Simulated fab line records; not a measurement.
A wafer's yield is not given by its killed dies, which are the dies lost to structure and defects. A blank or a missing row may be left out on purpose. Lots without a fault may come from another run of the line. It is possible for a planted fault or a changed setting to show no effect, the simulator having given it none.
Which of the tools did it? | flow sfq_line | 7 lots, 21 wafers sampled, at 2 steps of a route of 325

== WHAT THE GAUGES READ, wafer by wafer ==
SFQ_I0_OVL_MEAS_908.
lot  | measured     | on         | I0_OVL (nm)
L528 | day 17 23:44 | overlay-02 | 2 -6 2
L530 | day 18 14:08 | overlay-02 | 6 1 4
L532 | day 19 04:00 | overlay-01 | 1 -3 1
L534 | day 21 16:16 | overlay-02 | 4 0 3
L542 | day 25 11:47 | overlay-02 | -3 1 -1
L544 | day 25 19:07 | overlay-01 | -2 -6 -6
L548 | day 27 16:50 | overlay-02 | 4 4 2

== WHAT TOOL EACH LOT RAN ON (gives the tool, then ch and the chambers of the sampled wafers, and finally the start) ==
lot  | SFQ_TRILAYER_M0_STRIP_STRIP_025
L528 | rie_metal-03 ch 0,1, day 12 01:59
L530 | rie_metal-04 ch 0,1, day 12 21:11
L532 | rie_metal-01 ch 0, day 14 10:31
L534 | rie_metal-01 ch 0,1, day 15 08:07
L542 | rie_metal-03 ch 0, day 18 05:20
L544 | rie_metal-03 ch 0,1, day 18 20:29
L548 | rie_metal-03 ch 0,1, day 20 15:01
- SFQ_TRILAYER_M0_STRIP_STRIP_025: strips in O2.

== THE ANSWER, worked out from the rows above alone ==
Rule: the usual values come from the lots themselves. The widest of any qualifying gaps counts: lots, ordered by their means at a reading, are off when they make up no more than a third of the lots, leave a main group of 4 or more, and stand apart from it by 3 or more times the standard deviation of that group's means. Not used: any main group whose means are identical at the precision the tables above print for the reading. Also off: a lot with no number at a reading for which 4 or more lots have one. All remaining lots with rows at the step are treated as sound.
No lot is off on any of the readings shown, so nothing can be concluded from this.

== WHAT HAD BEEN PUT IN BY THE SIMULATOR ==
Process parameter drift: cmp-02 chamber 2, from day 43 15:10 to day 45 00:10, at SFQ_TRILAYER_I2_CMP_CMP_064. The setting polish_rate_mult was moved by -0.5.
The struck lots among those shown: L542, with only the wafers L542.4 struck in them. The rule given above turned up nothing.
